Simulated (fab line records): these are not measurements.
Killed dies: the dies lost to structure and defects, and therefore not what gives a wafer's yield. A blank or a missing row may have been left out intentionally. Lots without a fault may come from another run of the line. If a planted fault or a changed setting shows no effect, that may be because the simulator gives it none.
fab line records -- flow gf180mcu -- part 2 of 2: steps 30 to 39 of 39
record: lots: 5, wafers: 15, lastDay: 34
route steps=602 shown V1@344 M2@362 V2@382
lots untouched by any fault: they come from a run of this same line in which no faults occurred
startH: hours from the record's first day to the start of the lot's first wafer shown -- waitH: how many hours have passed since the lot's step before this one -- " identical to the entry in the row above -- L1.1+2: one row covering several wafers at once -- - no value present, or no start provided -- * or withheld: withheld -- < > ~ a bound
route shown NAME@n: a module of which the file shows steps, and the number in the route of the first -- usual: average and standard deviation across the fault-free wafers -- same: alike in all rows -- chamber/n: place in a boat -- sites: the reading at each site -- _std_site: the values' standard deviation -- _edge_site: mean of outer sites minus mean of inner sites -- radiusMm: for every site, how far away it sits from the centre of the wafer -- mask NAME#n: copy n -- behind: the last tool/chamber to shape the wafer -- hold: why the lot went on hold/how many hours it stayed there/how the hold came to an end -- device: whichever transistor did not switch (one of n, p or np) -- end of line: the tests these same wafers got at the end of their route -- for a step that has no rows: nothing shown but its recipe -- killed: the dies lost at the first sort to structure and to defects; this is not the yield of the wafer -- map: a wafer's dies, x killed, . not, _ none there
set.NAME: the setting the step ran with; set.NAME@STEP: the setting that earlier step ran with -- model.NAME: the simulator's own value behind a step, which no gauge read
lots at some steps of the route; a table a step, a row a wafer
services: the hour from which a tool's chamber was out of use, counted from the record's first day as startH (under 0 if before that day), plus the number of hours and why
== steps ==
step: GF_M2_EXPOSE_11
recipe: maskId: Metal2, targetCdNm: 280, na: 0.68, sourceShape: conventional, sigmaOuter: 0.6, doseMj: 28
lot.wafer,tool,chamber,startH,waitH,mask
L074.1+2+5,krfScanner-02,0,-,-,Metal2#0
L090.2+3+6,krfScanner-02,0,-,-,Metal2#0
L094.1+2+6,krfScanner-02,0,-,-,Metal2#0
L095.3+4+5,krfScanner-01,0,-,-,Metal2#0
L097.1+2+5,krfScanner-01,0,-,-,Metal2#0
step: GF_M2_PEB_12
recipe: pebTempC: 135, pebTimeS: 90, resist: KrF
same: pebTimeS: 90
lot.wafer,tool,chamber,startH,waitH
L074.1+2+5,lithoTrack-01,0,-,-
L090.2+3+6,lithoTrack-03,0,-,-
L094.1+2+6,lithoTrack-01,0,-,-
L095.3+4+5,lithoTrack-03,0,-,-
L097.1+2+5,lithoTrack-03,0,-,-
step: GF_M2_DEVELOP_13
recipe: developTimeS: 60, devTempC: 21
usual: developerTempC: 20.97/0.1
lot.wafer,tool,chamber,startH,waitH,developerTempC
L074.1,lithoTrack-01,0,440.10,0.2,20.95
L074.2,lithoTrack-01,0,440.10,0.2,20.84
L074.5,lithoTrack-01,0,440.10,0.2,20.76
L090.2,lithoTrack-03,0,572.51,0.2,21.09
L090.3,lithoTrack-03,0,572.51,0.2,21.22
L090.6,lithoTrack-03,0,572.51,0.2,21.24
L094.1,lithoTrack-01,0,601.55,0.2,21.14
L094.2,lithoTrack-01,0,601.55,0.2,20.97
L094.6,lithoTrack-01,0,601.55,0.2,21.12
L095.3,lithoTrack-03,0,609.64,0.1,20.95
L095.4,lithoTrack-03,0,609.64,0.1,21.01
L095.5,lithoTrack-03,0,609.64,0.1,20.92
L097.1,lithoTrack-03,0,624.44,0.2,21.02
L097.2,lithoTrack-03,0,624.44,0.2,21.15
L097.5,lithoTrack-03,0,624.44,0.2,20.99
step: GF_M2_CD_MEAS_14
recipe: targetCdNm: 280
usual: cdNm: 279.3/1.1
lot.wafer,tool,chamber,startH,waitH,cdNm
L074.1,cdSem-01,-,440.25,0.1,278.9
L074.2,cdSem-01,-,440.25,0.1,278.2
L074.5,cdSem-01,-,440.25,0.1,279.2
L090.2,cdSem-02,-,572.66,0.1,280.1
L090.3,cdSem-02,-,572.66,0.1,278.9
L090.6,cdSem-02,-,572.66,0.1,279.9
L094.1,cdSem-01,-,601.70,0.1,278.5
L094.2,cdSem-01,-,601.70,0.1,280.0
L094.6,cdSem-01,-,601.70,0.1,278.9
L095.3,cdSem-01,-,609.78,0.1,278.9
L095.4,cdSem-01,-,609.78,0.1,279.4
L095.5,cdSem-01,-,609.78,0.1,279.2
L097.1,cdSem-01,-,624.59,0.1,276.5
L097.2,cdSem-01,-,624.59,0.1,276.5
L097.5,cdSem-01,-,624.59,0.1,276.5
step: GF_M2_OVL_MEAS_15
usual: M2_OVL: 2/5.6
lot.wafer,tool,chamber,startH,waitH,M2_OVL[nm]
L074.1,overlay-01,-,440.37,0.1,10
L074.2,overlay-01,-,440.37,0.1,13
L074.5,overlay-01,-,440.37,0.1,12
L090.2,overlay-02,-,572.77,0.1,-4
L090.3,overlay-02,-,572.77,0.1,5
L090.6,overlay-02,-,572.77,0.1,-2
L094.1,overlay-02,-,601.82,0.1,-5
L094.2,overlay-02,-,601.82,0.1,-1
L094.6,overlay-02,-,601.82,0.1,-2
L095.3,overlay-01,-,609.87,0.1,-5
L095.4,overlay-01,-,609.87,0.1,2
L095.5,overlay-01,-,609.87,0.1,-3
L097.1,overlay-02,-,624.71,0.1,5
L097.2,overlay-02,-,624.71,0.1,3
L097.5,overlay-02,-,624.71,0.1,4
step: GF_M2_METAL_ETCH_16
recipe: chemistry: Cl2/BCl3, maskMaterial: KrF, targetDepthNm: 750.8, stopOn: SiO2, pressureMtorr: 8, icpW: 800, biasW: 140, Cl2_flow_sccm: 80, bcl3FlowSccm: 40, timeS: 125.1
usual: drypumpMotorCurrentA: 5.89/0.25, oesProductAu: 0.991/0.0066, throttleValvePct: 28.229/0.0092
lot.wafer,tool,chamber,startH,waitH,drypumpMotorCurrentA,oesProductAu,rfHoursCounterH,throttleValvePct
L074.1,rieMetal-02,1,440.41,0.0,5.74,0.992,7,28.228
L074.2,rieMetal-02,0,440.41,0.0,5.68,0.990,4,28.238
L074.5,rieMetal-02,1,440.41,0.0,5.76,0.998,-,28.222
L090.2,rieMetal-01,0,572.84,0.1,6.16,0.994,-,28.230
L090.3,rieMetal-01,0,572.84,0.1,6.11,0.996,-,28.219
L090.6,rieMetal-01,0,572.84,0.1,6.14,0.997,-,28.228
L094.1,rieMetal-04,1,601.86,0.0,5.45,0.987,11,28.223
L094.2,rieMetal-04,0,601.86,0.0,6.14,0.986,0,28.239
L094.6,rieMetal-04,0,601.86,0.0,6.14,0.987,-,28.233
L095.3,rieMetal-02,1,609.94,0.1,5.75,0.990,-,28.220
L095.4,rieMetal-02,0,609.94,0.1,5.67,0.990,-,28.223
L095.5,rieMetal-02,0,609.94,0.1,5.65,0.995,-,28.237
L097.1,rieMetal-01,1,624.74,0.0,6.09,0.992,1,28.220
L097.2,rieMetal-01,0,624.74,0.0,6.15,0.989,12,28.237
L097.5,rieMetal-01,1,624.74,0.0,6.10,0.993,-,28.233
step: GF_M2_STRIP_17
recipe: chemistry: O2/N2, powerW: 1400, pressureMtorr: 1500, platenTempC: 250, o2FlowSccm: 3000, n2FlowSccm: 300, overashFraction: 0.5
usual: drypumpMotorCurrentA: 5.8/0.46, heaterPowerW: 356/28, oesProductAu: 0.538/0.0052, stripTimeToEndpointS: 7.39/0.059
lot.wafer,tool,chamber,startH,waitH,drypumpMotorCurrentA,heaterPowerW,oesProductAu,rfHoursCounterH,stripTimeToEndpointS
L074.1,plasmaAsher-02,1,440.54,0.1,5.6,349,0.532,1,7.34
L074.2,plasmaAsher-02,0,440.54,0.1,6.4,394,0.543,1,7.38
L074.5,plasmaAsher-02,0,440.54,0.1,6.4,392,0.536,-,7.42
L090.2,plasmaAsher-03,0,573.05,0.2,6.5,384,0.534,90,7.30
L090.3,plasmaAsher-03,1,573.05,0.2,5.5,327,0.527,-,7.30
L090.6,plasmaAsher-03,1,573.05,0.2,5.5,320,0.535,-,7.33
L094.1,plasmaAsher-02,0,601.99,0.1,6.4,391,0.533,19,7.37
L094.2,plasmaAsher-02,1,601.99,0.1,5.6,340,0.543,19,7.48
L094.6,plasmaAsher-02,1,601.99,0.1,5.6,349,0.538,-,7.48
L095.3,plasmaAsher-01,0,610.06,0.1,5.5,349,0.533,-,7.41
L095.4,plasmaAsher-01,1,610.06,0.1,5.4,345,0.537,-,7.42
L095.5,plasmaAsher-01,1,610.06,0.1,5.4,335,0.538,-,7.36
L097.1,plasmaAsher-02,0,624.87,0.1,6.4,400,0.542,22,7.39
L097.2,plasmaAsher-02,1,624.87,0.1,5.6,344,0.549,22,7.42
L097.5,plasmaAsher-02,1,624.87,0.1,5.6,339,0.538,-,7.40
step: GF_M2_STRIP_18
recipe: chemistry: postEtchResidueRemover, timeS: 1200, tempC: 72.5
usual: tempC: 72.51/0.13
lot.wafer,tool,chamber,startH,waitH,tempC
L074.1,wetBench-03,1,440.64,0.1,72.34
L074.2,wetBench-03,1,440.64,0.1,72.42
L074.5,wetBench-03,1,440.64,0.1,72.28
L090.2,wetBench-02,3,573.15,0.1,72.62
L090.3,wetBench-02,3,573.15,0.1,72.56
L090.6,wetBench-02,3,573.15,0.1,72.46
L094.1,wetBench-01,3,602.09,0.1,72.59
L094.2,wetBench-01,3,602.09,0.1,72.52
L094.6,wetBench-01,3,602.09,0.1,72.68
L095.3,wetBench-02,0,610.12,0.0,72.39
L095.4,wetBench-02,0,610.12,0.0,72.45
L095.5,wetBench-02,0,610.12,0.0,72.51
L097.1,wetBench-03,3,624.97,0.1,72.81
L097.2,wetBench-03,3,624.97,0.1,72.58
L097.5,wetBench-03,3,624.97,0.1,72.77
step: GF_M2_CLEAN_19
recipe: chemistry: DIW, dry: n2Spin
lot.wafer,tool,chamber,startH,waitH
L074.1+2+5,wetBench-01,0,440.98,0.0
L090.2+3+6,wetBench-01,0,573.50,0.0
L094.1+2+6,wetBench-03,3,602.43,0.0
L095.3+4+5,wetBench-02,2,610.87,0.0
L097.1+2+5,wetBench-02,2,625.32,0.0
step: GF_V2_CVD_00
recipe: material: SiO2, targetThkNm: 600, sigmaOpenFrac: 0.3, tempC: 400, timeS: 100, sih4FlowSccm: 60, pressureMtorr: 6
lot.wafer,tool,chamber,startH,waitH
L074.1+2+5,hdpcvd-01,"0,1,0",441.07,0.0
L090.2+3+6,hdpcvd-02,"1,0,1",573.60,0.0
L094.1+2+6,hdpcvd-01,"0,1,1",602.52,0.0
L095.3+4+5,hdpcvd-02,"1,0,2",611.07,0.0
L097.1+2+5,hdpcvd-02,"0,2,0",625.41,0.0
== services ==
tool,chamber,startH,hours,kind
krfScanner-01,-,384.60,0.2,repair
pvdSputter-03,-,389.93,4.5,repair
krfScanner-01,-,393.43,1.3,pm
krfScanner-02,-,398.34,3.6,pm
krfScanner-02,-,415.16,0.8,pm
pvdSputter-01,-,429.26,13.2,repair
krfScanner-02,-,431.82,1.3,pm
pvdSputter-04,-,439.37,9.9,repair
cvdW-01,1,440.13,8.3,repair
krfScanner-02,-,454.46,3.4,repair
pvdSputter-01,-,456.75,23.6,repair
pvdSputter-04,-,473.60,0.8,repair
wetBench-02,-,473.71,1.9,pm
krfScanner-02,-,494.03,0.8,repair
rieDiel-01,1,506.38,11.9,repair
cvdW-01,-,516.56,2.3,repair
krfScanner-02,-,524.32,1.0,pm
krfScanner-02,-,557.08,0.8,repair
krfScanner-02,-,583.96,0.8,pm
rieDiel-01,3,594.67,22.1,repair
wetBench-02,-,595.36,12.2,repair
cvdW-01,-,598.70,1.9,repair
cvdW-01,-,605.22,1.0,repair
krfScanner-02,-,607.72,1.3,pm
